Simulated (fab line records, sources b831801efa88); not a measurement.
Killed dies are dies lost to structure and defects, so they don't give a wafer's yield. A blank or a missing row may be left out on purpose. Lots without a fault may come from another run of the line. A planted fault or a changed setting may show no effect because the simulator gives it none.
fab line records | flow sky130
record lots=7 wafers=21 last_day=50
route steps=708 shown VIA3@587 METAL4@598 PAD_OPEN@708
lots that met no fault: from a run of the same line without faults
start_h: hours from the record's first day to the start of the lot's first wafer shown | wait_h: hours since the lot's step before | " the same as in the row above | L1.1+2: a row that stands for several wafers | - no value, or no start given | * or withheld: withheld | < > ~ a bound
route shown NAME@n: a module of which the file shows steps, and the number in the route of the first | usual: mean/standard deviation of fault-free wafers | same: alike in all rows | chamber/n: place in a boat | sites: the reading at each site | _std_site: their standard deviation | _edge_site: outer sites' mean less inner sites' | radius_mm: how far each site lies from the wafer's centre | mask NAME#n: copy n | behind: the tool/chamber that last shaped the wafer | hold: why the lot was held/for how many hours/how that ended | device: the transistor (n, p or np) that didn't switch | end of line: the same wafers' tests at the end of the route | a step without rows: its recipe alone | killed: dies lost to structure and defects at the first sort, not the wafer's yield | map: a wafer's dies, x killed, . not, _ none there
set.NAME: the setting as run; set.NAME@STEP: as run at that earlier step | model.NAME: the simulator's own value behind a step, which no gauge read
lots at some steps of the route; a table a step, a row a wafer
services: from which hour (start_h, from the record's first day; less than 0 if before it) a tool's chamber was out of use, for how many hours, and why
## steps
# step SKY_VIA3_ETCH_14
# recipe chemistry=N2/H2 target=BARC ion_energy_ev=200 source_w=500 bias_w=100 pressure_mtorr=30 n2_flow_sccm=100 h2_flow_sccm=200 stop_on=SiO2 time_s=45.9 target_depth_a=600
# step SKY_VIA3_ETCH_15
# recipe target=SiO2 chemistry=C4F8/O2/Ar target_depth_nm=507 stop_on=TiN mask_material=KrF-thick source_w=1500 bias_w=1200 pressure_mtorr=40 c4f8_flow_sccm=withheld O2_flow_sccm=6 Ar_flow_sccm=300 time_s=78
# usual bias_w=1200/3.7 oes_product_au=0.946/0.0048
# columns lot.wafer tool chamber start_h wait_h bias_w oes_product_au rf_hours_counter_h
L459.2 rie_diel-02 2 919.23 0.0 1199 0.946 20
L459.3 " 1 " " 1199 0.944 27
L459.5 " 2 " " 1199 0.952 -
L463.1 rie_diel-02 0 958.89 0.0 1202 0.938 20
L463.2 " 1 " " 1194 0.952 28
L463.5 " 1 " " 1199 0.946 -
L464.2 rie_diel-02 0 967.14 0.0 1201 0.956 20
L464.5 " 0 " " 1198 0.938 -
L464.6 " 1 " " 1199 0.944 -
L465.1 rie_diel-02 1 973.89 0.0 1200 0.943 29
L465.5 " 0 " " 1201 0.949 -
L465.6 " 1 " " 1201 0.940 -
L475.2 rie_diel-03 3 1044.77 0.0 1198 0.931 17
L475.4 " 2 " " 1201 0.949 20
L475.6 " 3 " " 1199 0.954 -
L476.1 rie_diel-02 3 1046.72 0.0 1199 0.954 18
L476.5 " 3 " " 1202 0.946 -
L476.6 " 2 " " 1197 0.947 -
L481.1 rie_diel-02 0 1072.72 0.0 1194 0.956 24
L481.3 " 3 " " 1200 0.950 19
L481.5 " 1 " " 1204 0.949 -
# step SKY_VIA3_STRIP_16
# recipe chemistry=O2/N2 power_w=1400 pressure_mtorr=1500 platen_temp_c=withheld o2_flow_sccm=3000 n2_flow_sccm=300 overash_fraction=0.5
# step SKY_VIA3_STRIP_17
# recipe chemistry=post_etch_residue_remover time_s=1200 temp_c=72.5
# step SKY_VIA3_CLEAN_18
# recipe chemistry=IPA time_s=180 temp_c=25
# step SKY_VIA3_CLEAN_19
# recipe chemistry=O3/DIW dry=n2_spin
# step SKY_VIA3_SPUTTER_20
# recipe material=TiN target_thk_nm=20 chamber_pressure_pa=5 power_w=4000 time_s=80
# usual cathode_dc_power_W=4000.0/0.69 chamber_pressure_pa=5.000/0.01 throttle_valve_pct=30.1/1
# columns lot.wafer tool chamber start_h wait_h cathode_dc_power_W chamber_pressure_pa throttle_valve_pct
L459.2 pvd_sputter-01 - 919.89 0.0 3999.0 5.006 30.2
L459.3 " - " " 4000.4 5.013 30.5
L459.5 " - " " 3999.7 5.004 30.1
L463.1 pvd_sputter-01 - 959.57 0.0 4000.6 4.988 30.4
L463.2 " - " " 4000.1 5.006 30.6
L463.5 " - " " 3999.3 4.993 30.5
L464.2 pvd_sputter-03 - 967.86 0.0 4001.5 5.001 29.6
L464.5 " - " " 4000.5 5.008 31.3
L464.6 " - " " 3999.9 4.991 29.7
L465.1 pvd_sputter-03 - 974.57 0.0 3999.7 4.990 28.6
L465.5 " - " " 3999.2 4.995 29.6
L465.6 " - " " 3999.4 5.011 31.5
L475.2 pvd_sputter-01 - 1045.43 0.0 4000.2 4.999 31.3
L475.4 " - " " 4000.6 5.009 30.3
L475.6 " - " " 4000.2 4.992 31.6
L476.1 pvd_sputter-01 - 1047.41 0.0 3999.0 4.998 30.9
L476.5 " - " " 3999.7 5.003 30.3
L476.6 " - " " 3997.8 5.009 31.5
L481.1 pvd_sputter-02 - 1073.37 0.0 4000.0 5.002 29.1
L481.3 " - " " 4000.2 4.988 29.8
L481.5 " - " " 3998.9 4.991 29.2
# step SKY_VIA3_CVD_21
# recipe material=W target_thk_nm=390 time_s=117.31 temp_c=400 pressure_torr=40
# usual heater_power_w=784/81
# columns lot.wafer tool chamber start_h wait_h heater_power_w
L459.2 cvd_w-01 1 919.95 0.0 733
L459.3 " 0 " " 896
L459.5 " 1 " " 725
L463.1 cvd_w-01 0 959.63 0.0 942
L463.2 " 1 " " 746
L463.5 " 0 " " 919
L464.2 cvd_w-01 1 967.93 0.0 757
L464.5 " 1 " " 747
L464.6 " 0 " " 918
L465.1 cvd_w-02 0 974.63 0.0 705
L465.5 " 0 " " 723
L465.6 " 1 " " 772
L475.2 cvd_w-01 1 1045.49 0.0 750
L475.4 " 1 " " 769
L475.6 " 1 " " 786
L476.1 cvd_w-01 1 1047.47 0.0 736
L476.5 " 1 " " 723
L476.6 " 0 " " 936
L481.1 cvd_w-02 0 1073.43 0.0 706
L481.3 " 1 " " 766
L481.5 " 1 " " 793
# step SKY_VIA3_RS_MEAS_22
# recipe thk_meas_gauge=four-point-probe reads=W_of_VIA3_CVD_21+TiN_of_VIA3_SPUTTER_20
# usual VIA3_W_RS=0.293/0.0058
# columns lot.wafer tool chamber start_h wait_h VIA3_W_RS[ohm/sq]
L459.2 film_metro-02 - 920.10 0.1 0.298
L459.3 " - " " 0.292
L459.5 " - " " 0.295
L463.1 film_metro-02 - 959.76 0.1 0.288
L463.2 " - " " 0.295
L463.5 " - " " 0.288
L464.2 film_metro-01 - 968.07 0.1 0.295
L464.5 " - " " 0.297
L464.6 " - " " 0.289
L465.1 film_metro-04 - 974.76 0.1 0.301
L465.5 " - " " 0.299
L465.6 " - " " 0.287
L475.2 film_metro-02 - 1045.63 0.1 0.298
L475.4 " - " " 0.300
L475.6 " - " " 0.298
L476.1 film_metro-02 - 1047.59 0.1 0.292
L476.5 " - " " 0.295
L476.6 " - " " 0.291
L481.1 film_metro-01 - 1073.55 0.1 0.297
L481.3 " - " " 0.288
L481.5 " - " " 0.285
# step SKY_VIA3_THK_MEAS_23
# recipe thk_meas_gauge=xrf reads=W_of_VIA3_CVD_21
# usual VIA3_W_THK=397/9
# columns lot.wafer tool chamber start_h wait_h VIA3_W_THK[nm]
L459.2 film_metro-02 - 920.21 0.1 388
L459.3 " - " " 393
L459.5 " - " " 390
L463.1 film_metro-02 - 959.88 0.1 402
L463.2 " - " " 391
L463.5 " - " " 399
L464.2 film_metro-01 - 968.18 0.1 393
L464.5 " - " " 389
L464.6 " - " " 398
L465.1 film_metro-04 - 974.88 0.1 388
L465.5 " - " " 393
L465.6 " - " " 408
L475.2 film_metro-02 - 1045.74 0.1 390
L475.4 " - " " 389
L475.6 " - " " 391
L476.1 film_metro-02 - 1047.71 0.1 398
L476.5 " - " " 396
L476.6 " - " " 398
L481.1 film_metro-01 - 1073.67 0.1 389
L481.3 " - " " 405
L481.5 " - " " 406
# step SKY_VIA3_CMP_24
# recipe stop_on=SiO2 t_overpolish_s=20 down_force_psi=3.5 platen_rpm=60 target_thk_nm=0 pad_velocity_m_s=0.94248
# usual motor_current_A=11.1/0.73 overpolish_run_s=20.000/0.0094 time_to_endpoint_s=96/3.6
# columns lot.wafer tool chamber start_h wait_h motor_current_A overpolish_run_s time_to_endpoint_s
L459.2 cmp-01 3 920.26 0.0 10.8 20.004 93
L459.3 " 1 " " 10.9 20.004 91
L459.5 " 0 " " 10.7 19.987 90
L463.2 cmp-02 0 959.94 0.0 12.1 20.006 99
L463.1 " 2 " " 10.6 19.994 95
L463.5 " 0 " " 12.0 19.995 99
L464.2 cmp-01 2 968.69 0.5 9.8 19.997 96
L464.6 " 0 " " 10.3 20.002 97
L464.5 " 1 " " 11.2 20.011 96
L465.1 cmp-02 3 974.94 0.1 11.3 20.001 90
L465.5 " 3 " " 11.4 20.006 93
L465.6 " 0 " " 12.1 20.013 102
L475.2 cmp-02 2 1045.79 0.0 10.5 19.993 91
L475.4 " 3 " " 10.6 20.024 95
L475.6 " 2 " " 10.8 19.989 92
L476.1 cmp-01 3 1047.87 0.1 11.1 20.016 98
L476.5 " 1 " " 11.4 19.993 90
L476.6 " 2 " " 9.7 20.012 98
L481.1 cmp-02 3 1073.87 0.2 11.0 20.009 96
L481.3 " 0 " " 12.3 20.001 100
L481.5 " 1 " " 11.7 19.989 99
# step SKY_METAL4_SPUTTER_00
# recipe material=Ti target_thk_nm=15 power_w=3000 time_s=10 chamber_pressure_pa=0.4
# usual cathode_dc_power_W=2999.9/0.58 chamber_pressure_pa=0.4000/0.00082 throttle_valve_pct=29.5/0.95
# columns lot.wafer tool chamber start_h wait_h cathode_dc_power_W chamber_pressure_pa throttle_valve_pct
L459.2 pvd_sputter-02 - 920.56 0.2 2999.8 0.3990 29.0
L459.3 " - " " 3000.5 0.4002 27.6
L459.5 " - " " 3000.4 0.3991 29.1
L463.1 pvd_sputter-04 - 960.24 0.1 2999.6 0.4021 28.9
L463.2 " - " " 3000.6 0.4005 29.9
L463.5 " - " " 3000.1 0.4000 28.9
L464.2 pvd_sputter-04 - 968.89 0.1 3000.0 0.3999 29.5
L464.5 " - " " 3000.0 0.3990 29.1
L464.6 " - " " 3000.0 0.4011 29.7
L465.1 pvd_sputter-04 - 975.24 0.2 2998.8 0.4017 30.1
L465.5 " - " " 2999.2 0.4010 29.7
L465.6 " - " " 2999.8 0.4016 28.9
L475.2 pvd_sputter-02 - 1046.09 0.2 3000.6 0.3991 27.5
L475.4 " - " " 2999.5 0.3997 29.4
L475.6 " - " " 3000.0 0.4006 29.5
L476.1 pvd_sputter-01 - 1048.07 0.1 2999.7 0.3996 30.2
L476.5 " - " " 2999.9 0.3992 31.5
L476.6 " - " " 3000.7 0.4003 30.3
L481.1 pvd_sputter-04 - 1074.07 0.1 3000.7 0.4009 28.9
L481.3 " - " " 2998.8 0.4011 29.7
L481.5 " - " " 3000.6 0.4000 29.5
# step SKY_METAL4_SPUTTER_01
# recipe material=TiN target_thk_nm=20 power_w=6500 time_s=16.7 chamber_pressure_pa=0.4
# usual cathode_dc_power_W=6500.2/1.2 chamber_pressure_pa=0.3998/0.00087 throttle_valve_pct=29.5/0.95
# columns lot.wafer tool chamber start_h wait_h cathode_dc_power_W chamber_pressure_pa throttle_valve_pct
L459.2 pvd_sputter-02 - 920.58 0.0 6502.3 0.4006 29.3
L459.3 " - " " 6500.9 0.4016 27.4
L459.5 " - " " 6502.4 0.3996 29.2
L463.1 pvd_sputter-04 - 960.27 0.0 - - -
L463.2 " - " " - - -
L463.5 " - " " - - -
L464.2 pvd_sputter-04 - 968.91 0.0 - - -
L464.5 " - " " - - -
L464.6 " - " " - - -
L465.1 pvd_sputter-04 - 975.26 0.0 - - -
L465.5 " - " " - - -
L465.6 " - " " - - -
L475.2 pvd_sputter-02 - 1046.11 0.0 6501.4 0.4006 27.7
L475.4 " - " " 6500.7 0.4002 29.8
L475.6 " - " " 6499.9 0.3998 29.5
L476.1 pvd_sputter-01 - 1048.10 0.0 6498.6 0.3999 30.1
L476.5 " - " " 6502.8 0.3985 31.7
L476.6 " - " " 6498.7 0.4004 30.5
L481.1 pvd_sputter-04 - 1074.10 0.0 6498.6 0.4001 29.0
L481.3 " - " " 6501.2 0.3999 29.8
L481.5 " - " " 6499.3 0.3983 29.5
# step SKY_METAL4_SPUTTER_02
# recipe material=AlCu target_thk_nm=735 power_w=10600 time_s=39.1 chamber_pressure_pa=0.4
# step SKY_PAD_OPEN_PROBE_99
# usual defect_limited_yield=82.2/2.2 killed_at_M0_to_M3=45/7.1 killed_at_M4_up=3.0/1.8 killed_at_contacts=24/5.4 killed_at_front_end=16/4.9 killed_at_other=0.3/0.63 killed_dies=88/11 killed_open=47/7.4 killed_short=40/7 sort_bin_3_pad_short=1.0/0.43 sort_bin_5_function=10.6/1.7 sort_bin_6_memory=6.3/1.1 sort_n_pass=404/11 sort_yield_pct=82.2/2.2
# same gross_dies=492 killed_at_back_side=0 sort_bin_4_leakage[%]=0 sort_bin_8_speed[%]=0
# columns lot.wafer tool chamber start_h wait_h defect_limited_yield[%] killed_at_M0_to_M3 killed_at_M4_up killed_at_contacts killed_at_front_end killed_at_other killed_dies killed_open killed_short sort_bin_3_pad_short[%] sort_bin_5_function[%] sort_bin_6_memory[%] sort_n_pass sort_yield_pct[%] model.etest.met4.line_ohm_um model.etest.met4.rs_ohm_sq
L459.2 prober-01 - 1066.71 0.1 79.1 50 1 31 21 0 103 53 50 1.4 12.6 6.9 389 79.1 0.1408 0.04285
L459.3 prober-01 - 1066.76 0.2 79.1 44 8 23 28 0 103 55 48 1.8 12.8 6.3 389 79.1 0.1417 0.04301
L459.5 prober-01 - 1066.86 0.2 80.5 45 7 27 17 0 96 57 39 1.4 11.8 6.3 396 80.5 0.139 0.04284
L463.1 prober-01 - 1100.90 0.1 77.0 59 1 33 20 0 113 58 55 1.6 12.6 8.7 379 77.0 0.153 0.04504
L463.2 prober-01 - 1100.95 0.1 79.3 46 4 29 23 0 102 49 52 1.2 11.6 7.9 390 79.3 0.1511 0.04486
L463.5 prober-01 - 1101.10 0.2 80.9 38 2 26 27 1 94 46 47 1.8 11.2 6.1 398 80.9 0.1488 0.04471
L464.2 prober-02 - 1107.29 0.1 83.5 37 4 24 16 0 81 44 37 0.6 10.0 5.9 411 83.5 0.148 0.04423
L464.5 prober-02 - 1107.44 0.2 83.5 40 2 21 16 2 81 43 38 1.0 10.0 5.5 411 83.5 0.1482 0.04436
L464.6 prober-02 - 1107.49 0.2 84.1 36 3 21 18 0 78 37 41 1.2 9.6 5.1 414 84.1 0.1472 0.04463
L465.1 prober-01 - 1112.78 0.1 80.5 44 3 31 17 1 96 52 44 0.8 12.8 5.9 396 80.5 0.1443 0.04406
L465.5 prober-01 - 1112.98 0.2 83.5 37 5 26 13 0 81 48 32 1.0 8.5 6.9 411 83.5 0.143 0.04361
L465.6 prober-01 - 1113.03 0.2 81.5 47 1 31 12 0 91 61 30 0.6 11.0 6.9 401 81.5 0.1513 0.0447
L475.2 prober-01 - 1171.36 0.1 79.9 52 4 32 11 0 99 53 46 0.8 12.0 7.3 393 79.9 0.1372 0.04267
L475.4 prober-01 - 1171.46 0.2 85.2 33 2 22 16 0 73 34 39 0.8 8.3 5.7 419 85.2 0.1375 0.04258
L475.6 prober-01 - 1171.56 0.2 85.0 42 3 22 7 0 74 38 36 1.4 8.7 4.9 418 85.0 0.1374 0.04247
L476.1 prober-02 - 1173.20 0.1 79.3 63 0 23 16 0 102 55 46 0.8 11.8 8.1 390 79.3 0.1444 0.04354
L476.5 prober-02 - 1173.40 0.2 79.1 60 3 21 19 0 103 63 39 0.8 13.4 6.7 389 79.1 0.1444 0.04338
L476.6 prober-02 - 1173.45 0.2 78.9 56 5 27 16 0 104 59 45 1.0 12.4 7.7 388 78.9 0.147 0.04431
L481.1 prober-01 - 1194.22 0.1 83.9 41 2 23 13 0 79 37 42 1.4 9.1 5.5 413 83.9 0.1419 0.04328
L481.3 prober-01 - 1194.32 0.2 85.0 26 3 28 17 0 74 38 36 1.8 8.3 4.9 418 85.0 0.1425 0.04278
L481.5 prober-01 - 1194.42 0.2 83.5 51 1 22 6 1 81 48 33 0.8 8.5 7.1 411 83.5 0.1404 0.04302
# killed by level:class
L459.2 VIA1:geometric_particle:open=11 LI_CONTACT:geometric_particle:open=10 CONTACT:geometric_particle:short=8 FIELD_ISO:geometric_particle:short=7 VIA1:geometric_particle:short=7 VIA2:geometric_particle:open=7 METAL2:geometric_particle:short=6 POLY_GATE:geometric_particle:short=5
L459.3 VIA1:geometric_particle:open=10 FIELD_ISO:geometric_particle:short=9 VIA2:geometric_particle:open=8 POLY_GATE:geometric_particle:open=7 LI_CONTACT:geometric_particle:open=7 CONTACT:geometric_particle:open=6 METAL4:geometric_particle:short=6 POLY_GATE:geometric_particle:short=5
L459.5 CONTACT:geometric_particle:open=14 VIA1:geometric_particle:open=9 METAL3:geometric_particle:short=9 FIELD_ISO:geometric_particle:open=7 VIA2:geometric_particle:open=6 LI_CONTACT:geometric_particle:open=5 METAL2:geometric_particle:short=5 METAL1:geometric_particle:short=4
L463.1 VIA1:geometric_particle:open=12 LI_CONTACT:geometric_particle:open=11 CONTACT:geometric_particle:open=11 VIA1:geometric_particle:short=9 METAL2:geometric_particle:short=9 VIA2:geometric_particle:open=8 CONTACT:geometric_particle:short=7 FIELD_ISO:geometric_particle:open=5
L463.2 CONTACT:geometric_particle:open=13 METAL1:geometric_particle:short=7 VIA1:geometric_particle:open=7 FIELD_ISO:geometric_particle:open=6 LOCAL_INTERCONNECT:geometric_particle:short=6 VIA1:geometric_particle:short=6 VIA3:geometric_particle:open=6 POLY_GATE:geometric_particle:short=5
L463.5 FIELD_ISO:geometric_particle:short=9 CONTACT:geometric_particle:open=8 LI_CONTACT:geometric_particle:open=7 VIA1:geometric_particle:open=7 FIELD_ISO:geometric_particle:open=6 VIA1:geometric_particle:short=6 POLY_GATE:geometric_particle:open=5 VIA3:geometric_particle:open=5
L464.2 CONTACT:geometric_particle:open=10 METAL2:geometric_particle:short=10 VIA1:geometric_particle:short=6 LI_CONTACT:geometric_particle:open=6 VIA1:geometric_particle:open=6 LI_CONTACT:geometric_particle:short=5 VIA3:geometric_particle:open=5 POLY_GATE:geometric_particle:open=4
L464.5 VIA1:geometric_particle:open=11 CONTACT:geometric_particle:open=8 METAL1:geometric_particle:short=6 LOCAL_INTERCONNECT:geometric_particle:short=4 CONTACT:geometric_particle:short=4 VIA3:geometric_particle:short=4 VIA3:geometric_particle:open=4 FIELD_ISO:geometric_particle:short=3
L464.6 LI_CONTACT:geometric_particle:open=6 METAL2:geometric_particle:short=6 FIELD_ISO:geometric_particle:short=5 POLY_GATE:geometric_particle:open=5 LOCAL_INTERCONNECT:geometric_particle:short=5 CONTACT:geometric_particle:open=5 METAL1:geometric_particle:short=5 VIA3:geometric_particle:open=5
L465.1 VIA1:geometric_particle:open=13 CONTACT:geometric_particle:open=10 LOCAL_INTERCONNECT:geometric_particle:short=8 LI_CONTACT:geometric_particle:open=8 FIELD_ISO:geometric_particle:short=5 METAL2:geometric_particle:short=5 METAL1:geometric_particle:short=5 VIA3:geometric_particle:open=5
L465.5 VIA2:geometric_particle:open=10 CONTACT:geometric_particle:open=9 VIA3:geometric_particle:open=7 LI_CONTACT:geometric_particle:open=6 VIA1:geometric_particle:open=6 LOCAL_INTERCONNECT:geometric_particle:short=5 SPACER:geometric_particle:short=3 LOCAL_INTERCONNECT:geometric_particle:open=3
L465.6 CONTACT:geometric_particle:open=13 VIA1:geometric_particle:open=12 FIELD_ISO:geometric_particle:open=8 LI_CONTACT:geometric_particle:open=8 VIA3:geometric_particle:open=8 VIA2:geometric_particle:open=6 VIA3:geometric_particle:short=5 LOCAL_INTERCONNECT:geometric_particle:short=5
L475.2 CONTACT:geometric_particle:open=14 VIA1:geometric_particle:open=11 METAL2:geometric_particle:short=9 VIA3:geometric_particle:open=8 CONTACT:geometric_particle:short=8 METAL1:geometric_particle:short=6 FIELD_ISO:geometric_particle:short=4 LI_CONTACT:geometric_particle:open=4
L475.4 CONTACT:geometric_particle:open=11 POLY_GATE:geometric_particle:short=6 VIA1:geometric_particle:short=6 VIA2:geometric_particle:short=6 POLY_GATE:geometric_particle:open=4 VIA1:geometric_particle:open=4 LOCAL_INTERCONNECT:geometric_particle:short=4 METAL2:geometric_particle:short=4
L475.6 LI_CONTACT:geometric_particle:open=8 METAL1:geometric_particle:short=7 VIA1:geometric_particle:open=7 CONTACT:geometric_particle:open=6 VIA3:geometric_particle:open=6 METAL2:geometric_particle:short=5 VIA2:geometric_particle:short=4 VIA1:geometric_particle:short=4
L476.1 VIA1:geometric_particle:open=15 VIA2:geometric_particle:open=11 CONTACT:geometric_particle:open=7 VIA1:geometric_particle:short=7 METAL2:geometric_particle:short=6 LI_CONTACT:geometric_particle:open=5 LOCAL_INTERCONNECT:geometric_particle:short=5 METAL1:geometric_particle:short=5
L476.5 VIA1:geometric_particle:open=19 VIA2:geometric_particle:open=12 POLY_GATE:geometric_particle:open=7 CONTACT:geometric_particle:open=6 VIA1:geometric_particle:short=6 VIA2:geometric_particle:short=5 LI_CONTACT:geometric_particle:open=5 METAL1:geometric_particle:short=4
L476.6 VIA2:geometric_particle:open=13 LI_CONTACT:geometric_particle:open=12 VIA1:geometric_particle:open=10 CONTACT:geometric_particle:short=7 VIA1:geometric_particle:short=6 METAL3:geometric_particle:short=6 VIA3:geometric_particle:open=6 POLY_GATE:geometric_particle:open=5
L481.1 CONTACT:geometric_particle:short=11 VIA2:geometric_particle:open=10 CONTACT:geometric_particle:open=8 METAL2:geometric_particle:short=6 VIA1:geometric_particle:open=5 FIELD_ISO:geometric_particle:short=4 VIA2:geometric_particle:short=4 VIA3:geometric_particle:short=4
L481.3 LI_CONTACT:geometric_particle:open=8 CONTACT:geometric_particle:short=7 FIELD_ISO:geometric_particle:short=6 VIA1:geometric_particle:open=6 VIA3:geometric_particle:open=6 LOCAL_INTERCONNECT:geometric_particle:short=5 CONTACT:geometric_particle:open=5 FIELD_ISO:geometric_particle:open=4
L481.5 CONTACT:geometric_particle:open=11 VIA3:geometric_particle:open=11 VIA1:geometric_particle:open=8 METAL2:geometric_particle:short=7 VIA2:geometric_particle:open=6 LI_CONTACT:geometric_particle:open=5 VIA2:geometric_particle:short=5 CONTACT:geometric_particle:short=4
## services
# columns tool chamber start_h hours kind
cvd_w-01 1 895.26 7.7 repair
cvd_w-02 - 904.00 14.0 pm
cmp-02 - 912.28 4.0 pm
pvd_sputter-02 - 930.75 5.9 repair
pvd_sputter-04 - 943.24 5.2 repair
cmp-01 - 945.18 1.9 repair
cvd_w-01 - 945.78 0.8 repair
pvd_sputter-04 - 945.85 2.0 repair
pvd_sputter-02 - 970.92 0.8 repair
cvd_w-02 - 977.02 0.5 repair
rie_diel-02 1 995.42 - clean
rie_diel-02 1 995.42 - consumable_replace:showerhead
cmp-01 - 1002.77 0.5 repair
pvd_sputter-04 2 1004.34 - consumable_replace:kit
pvd_sputter-04 2 1004.34 18.0 scheduled_down
pvd_sputter-04 2 1004.34 18.0 vent_cycle
pvd_sputter-01 - 1007.24 0.7 repair
cmp-01 - 1007.35 0.9 repair
pvd_sputter-02 - 1012.24 4.2 repair
cmp-02 - 1017.92 1.8 repair
cmp-01 - 1025.25 1.5 repair
pvd_sputter-02 - 1036.83 2.9 repair
pvd_sputter-04 - 1046.41 2.3 repair
cmp-01 - 1065.04 5.6 pm
## key
first_sign step=SKY_METAL4_SPUTTER_01 reading=tool_record direction=missing
effect none on later readings
model_effect step=SKY_PAD_OPEN_PROBE_99 value=etest.met4.line_ohm_um without=0.142 struck=0.1483
met_at SKY_METAL4_SPUTTER_01
struck_wafers L463.1,L463.2,L463.5,L464.2,L464.5,L464.6,L465.1,L465.5,L465.6
fault kind=skipped_step_whole tool=pvd_sputter-04 chamber=- onset_h=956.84 steps=SKY_METAL4_SPUTTER_01 scope=struck_lots_only
